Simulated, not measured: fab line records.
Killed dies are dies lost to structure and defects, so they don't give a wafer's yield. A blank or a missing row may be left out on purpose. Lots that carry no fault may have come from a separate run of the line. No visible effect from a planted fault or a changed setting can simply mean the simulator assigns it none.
fab line records    flow sky130    part 2 of 2: steps 28 to 37 of 37
record: lots: 5  wafers: 15  lastDay: 51
route steps=708 shown RES_PROTECT@214 POLY_GATE@217 LDD_N@237
lots that met no fault: taken from a fault-free run of the same line
startH: start of the lot's first displayed wafer, in hours after the record's first day    waitH: time in hours since the lot's previous step    " the same as in the row above    L1.1+2: a single row standing in for several wafers    - no value present, or no start provided    * or withheld: withheld    < > ~ a bound
route shown NAME@n: NAME is a module with steps in the file, n the number in the route of the first one    usual: mean/standard deviation taken from wafers without a fault    same: alike in all rows    chamber/n: place in a boat    sites: the reading at each site    _std_site: the values' standard deviation    _edge_site: mean of outer sites minus mean of inner sites    radiusMm: how far each site lies from the wafer's centre    mask NAME#n: copy n    behind: tool/chamber where the wafer was last shaped    hold: why the lot was held/for how many hours/how that ended    device: whichever transistor did not switch (one of n, p or np)    end of line: tests run on the same wafers once the route is complete    a step without rows: its recipe alone    killed: count of dies lost to structure and defects at first sort (not the wafer's yield)    map: dies across one wafer; x = killed, . = not, _ = none there
set.NAME: setting as actually run; set.NAME@STEP: the setting as run at that earlier step    model.NAME: the simulator's own value behind a step, which no gauge read
lots at selected steps of the route; one table per step, one row per wafer
services: a tool's chamber out of use, with start hour (startH, from the record's first day; less than 0 if before it), hours out, and reason
== steps ==
step: SKY_LDD_N_EXPOSE_04
recipe: maskId: NTM  targetCdNm: 840  na: 0.6  sourceShape: conventional  sigmaOuter: 0.6  doseMj: 110
usual: exposureDoseMJCm2: 110.01/0.11
same: na: 0.6
lot.wafer  tool             chamber  startH  waitH  mask   exposureDoseMJCm2
L081.2     ilineStepper-01  0        -       -      NTM#0  109.99
L081.4     "                0        "       "      NTM#0  110.09
L081.5     "                0        "       "      NTM#0  110.00
L082.1     ilineStepper-01  0        -       -      NTM#0  110.10
L082.5     "                0        "       "      NTM#0  110.02
L082.6     "                0        "       "      NTM#0  109.98
L083.2     ilineStepper-01  0        -       -      NTM#0  110.04
L083.3     "                0        "       "      NTM#0  109.80
L083.5     "                0        "       "      NTM#0  109.68
L089.2     ilineStepper-01  0        -       -      NTM#0  110.05
L089.3     "                0        "       "      NTM#0  109.99
L089.6     "                0        "       "      NTM#0  109.99
L096.1     ilineStepper-02  0        -       -      NTM#0  110.11
L096.3     "                0        "       "      NTM#0  109.99
L096.6     "                0        "       "      NTM#0  109.97
step: SKY_LDD_N_PEB_05
recipe: tempC: withheld  timeS: *  resist: NOVOLAK
lot.wafer   tool           chamber  startH  waitH
L081.2+4+5  lithoTrack-03  0        -       -
L082.1+5+6  lithoTrack-03  0        -       -
L083.2+3+5  lithoTrack-03  0        -       -
L089.2+3+6  lithoTrack-02  0        -       -
L096.1+3+6  lithoTrack-02  0        -       -
step: SKY_LDD_N_DEVELOP_06
recipe: developTimeS: 60  devTempC: 23
lot.wafer   tool           chamber  startH  waitH
L081.2+4+5  lithoTrack-03  0        467.46  0.1
L082.1+5+6  lithoTrack-03  0        490.29  0.1
L083.2+3+5  lithoTrack-03  0        491.61  0.1
L089.2+3+6  lithoTrack-02  0        615.46  0.1
L096.1+3+6  lithoTrack-02  0        617.23  0.1
step: SKY_LDD_N_OVL_MEAS_07
usual: LDD_N_OVL: -0.1/1.5
lot.wafer  tool        chamber  startH  waitH  LDD_N_OVL[nm]
L081.2     overlay-01  -        467.59  0.1    -0.8
L081.4     "           -        "       "      -0.4
L081.5     "           -        "       "      -0.3
L082.1     overlay-01  -        490.44  0.1    0.8
L082.5     "           -        "       "      -0.3
L082.6     "           -        "       "      -0.3
L083.2     overlay-01  -        491.74  0.1    -1.9
L083.3     "           -        "       "      -0.6
L083.5     "           -        "       "      0.8
L089.2     overlay-02  -        615.59  0.1    -3.5
L089.3     "           -        "       "      -1.7
L089.6     "           -        "       "      -2.7
L096.1     overlay-02  -        617.38  0.1    0.9
L096.3     "           -        "       "      1.7
L096.6     "           -        "       "      2.9
step: SKY_LDD_N_IMPLANT_08
recipe: species: As  energyKev: 20  doseCm2: 7.5e+13  tiltDeg: withheld  rotationDeg: 23
usual: doseIonsCm2: 7.5e+13/8.3e+10
lot.wafer  tool          chamber  startH  waitH  doseIonsCm2
L081.2     implanter-01  0        467.65  0.0    7.499e+13
L081.4     "             0        "       "      7.507e+13
L081.5     "             0        "       "      7.497e+13
L082.1     implanter-03  0        490.47  0.0    7.495e+13
L082.5     "             0        "       "      7.494e+13
L082.6     "             0        "       "      7.499e+13
L083.2     implanter-04  0        491.80  0.0    7.488e+13
L083.3     "             0        "       "      7.5e+13
L083.5     "             0        "       "      7.516e+13
L089.2     implanter-04  0        615.64  0.0    7.5e+13
L089.3     "             0        "       "      7.494e+13
L089.6     "             0        "       "      7.489e+13
L096.1     implanter-01  0        621.42  4.0    7.513e+13
L096.3     "             0        "       "      7.491e+13
L096.6     "             0        "       "      7.513e+13
step: SKY_LDD_N_IMPLANT_09
recipe: species: As  energyKev: 20  doseCm2: 7.5e+13  tiltDeg: withheld  rotationDeg: 113
usual: doseIonsCm2: 7.498e+13/8.7e+10
lot.wafer  tool          chamber  startH  waitH  doseIonsCm2
L081.2     implanter-01  0        467.80  0.1    7.503e+13
L081.4     "             0        "       "      7.494e+13
L081.5     "             0        "       "      7.501e+13
L082.1     implanter-03  0        490.62  0.1    7.505e+13
L082.5     "             0        "       "      7.498e+13
L082.6     "             0        "       "      7.502e+13
L083.2     implanter-04  0        491.95  0.1    7.518e+13
L083.3     "             0        "       "      7.503e+13
L083.5     "             0        "       "      7.508e+13
L089.2     implanter-04  0        615.79  0.1    7.514e+13
L089.3     "             0        "       "      7.493e+13
L089.6     "             0        "       "      7.508e+13
L096.1     implanter-01  0        621.57  0.1    7.494e+13
L096.3     "             0        "       "      7.503e+13
L096.6     "             0        "       "      7.509e+13
step: SKY_LDD_N_IMPLANT_10
recipe: species: As  energyKev: 20  doseCm2: 7.5e+13  tiltDeg: withheld  rotationDeg: 203
usual: doseIonsCm2: 7.5e+13/8e+10
lot.wafer  tool          chamber  startH  waitH  doseIonsCm2
L081.2     implanter-01  0        467.95  0.1    7.49e+13
L081.4     "             0        "       "      7.501e+13
L081.5     "             0        "       "      7.5e+13
L082.1     implanter-03  0        490.77  0.1    7.507e+13
L082.5     "             0        "       "      7.508e+13
L082.6     "             0        "       "      7.519e+13
L083.2     implanter-04  0        492.10  0.1    7.49e+13
L083.3     "             0        "       "      7.508e+13
L083.5     "             0        "       "      7.497e+13
L089.2     implanter-04  0        615.94  0.1    7.501e+13
L089.3     "             0        "       "      7.488e+13
L089.6     "             0        "       "      7.499e+13
L096.1     implanter-01  0        621.72  0.1    7.495e+13
L096.3     "             0        "       "      7.504e+13
L096.6     "             0        "       "      7.497e+13
step: SKY_LDD_N_IMPLANT_11
recipe: species: As  energyKev: 20  doseCm2: 7.5e+13  tiltDeg: withheld  rotationDeg: 293
usual: doseIonsCm2: 7.5e+13/7.5e+10
lot.wafer  tool          chamber  startH  waitH  doseIonsCm2
L081.2     implanter-01  0        468.10  0.1    7.486e+13
L081.4     "             0        "       "      7.501e+13
L081.5     "             0        "       "      7.499e+13
L082.1     implanter-03  0        490.92  0.1    7.499e+13
L082.5     "             0        "       "      7.498e+13
L082.6     "             0        "       "      7.493e+13
L083.2     implanter-04  0        492.25  0.1    7.5e+13
L083.3     "             0        "       "      7.497e+13
L083.5     "             0        "       "      7.49e+13
L089.2     implanter-04  0        616.09  0.1    7.502e+13
L089.3     "             0        "       "      7.504e+13
L089.6     "             0        "       "      7.48e+13
L096.1     implanter-01  0        621.87  0.1    7.489e+13
L096.3     "             0        "       "      7.507e+13
L096.6     "             0        "       "      7.503e+13
step: SKY_LDD_N_IMPLANT_12
recipe: species: BF2  energyKev: 50  doseCm2: 5e+12  tiltDeg: 30  rotationDeg: 0
usual: doseIonsCm2: 4.998e+12/5.6e+09
lot.wafer  tool          chamber  startH  waitH  doseIonsCm2
L081.2     implanter-01  0        468.25  0.1    4.997e+12
L081.4     "             0        "       "      4.996e+12
L081.5     "             0        "       "      5e+12
L082.1     implanter-03  0        491.07  0.1    5.01e+12
L082.5     "             0        "       "      4.998e+12
L082.6     "             0        "       "      5e+12
L083.2     implanter-04  0        492.40  0.1    5.009e+12
L083.3     "             0        "       "      4.991e+12
L083.5     "             0        "       "      5.001e+12
L089.2     implanter-04  0        616.24  0.1    5.006e+12
L089.3     "             0        "       "      4.999e+12
L089.6     "             0        "       "      5.001e+12
L096.1     implanter-01  0        622.02  0.1    4.987e+12
L096.3     "             0        "       "      4.994e+12
L096.6     "             0        "       "      4.994e+12
step: SKY_LDD_N_IMPLANT_13
recipe: species: BF2  energyKev: 50  doseCm2: 5e+12  tiltDeg: 30  rotationDeg: 90
usual: doseIonsCm2: 5e+12/4.6e+09
lot.wafer  tool          chamber  startH  waitH  doseIonsCm2
L081.2     implanter-01  0        468.40  0.1    5e+12
L081.4     "             0        "       "      5e+12
L081.5     "             0        "       "      5.005e+12
L082.1     implanter-03  0        491.22  0.1    5.001e+12
L082.5     "             0        "       "      5.003e+12
L082.6     "             0        "       "      5e+12
L083.2     implanter-04  0        492.55  0.1    5.009e+12
L083.3     "             0        "       "      5.009e+12
L083.5     "             0        "       "      5.001e+12
L089.2     implanter-04  0        616.39  0.1    4.99e+12
L089.3     "             0        "       "      4.998e+12
L089.6     "             0        "       "      4.997e+12
L096.1     implanter-01  0        622.17  0.1    5.003e+12
L096.3     "             0        "       "      5.002e+12
L096.6     "             0        "       "      5.001e+12
== services ==
tool             chamber  startH  hours  kind
krfScanner-02    -        379.73  0.8    pm
plasmaAsher-01   -        384.65  3.7    repair
implanter-01     -        391.83  5.6    repair
implanter-03     -        399.09  6.0    repair
rieDiel-03       0        406.13  6.8    repair
ilineStepper-01  -        436.76  1.1    repair
rieDiel-04       -        448.40  1.6    repair
implanter-03     -        451.49  5.9    pm
lpcvd-02         -        460.49  92.8   repair
ilineStepper-01  -        466.40  1.7    pm
implanter-01     -        469.84  3.7    repair
implanter-01     -        509.57  4.1    pm
ilineStepper-01  -        516.40  8.9    pm
rieDiel-04       3        528.25  3.8    repair
implanter-01     -        540.87  16.4   pm
implanter-03     -        543.61  2.3    repair
implanter-03     -        595.47  1.4    repair
ilineStepper-01  -        596.16  2.1    pm
wetBench-01      -        607.33  7.3    repair
rieDiel-04       -        608.77  0.4    repair
plasmaAsher-01   -        609.58  14.6   pm
rieDiel-03       2        610.28  4.9    repair
rieDiel-03       3        610.54  2.5    repair
rieDiel-04       2        620.45  5.2    repair
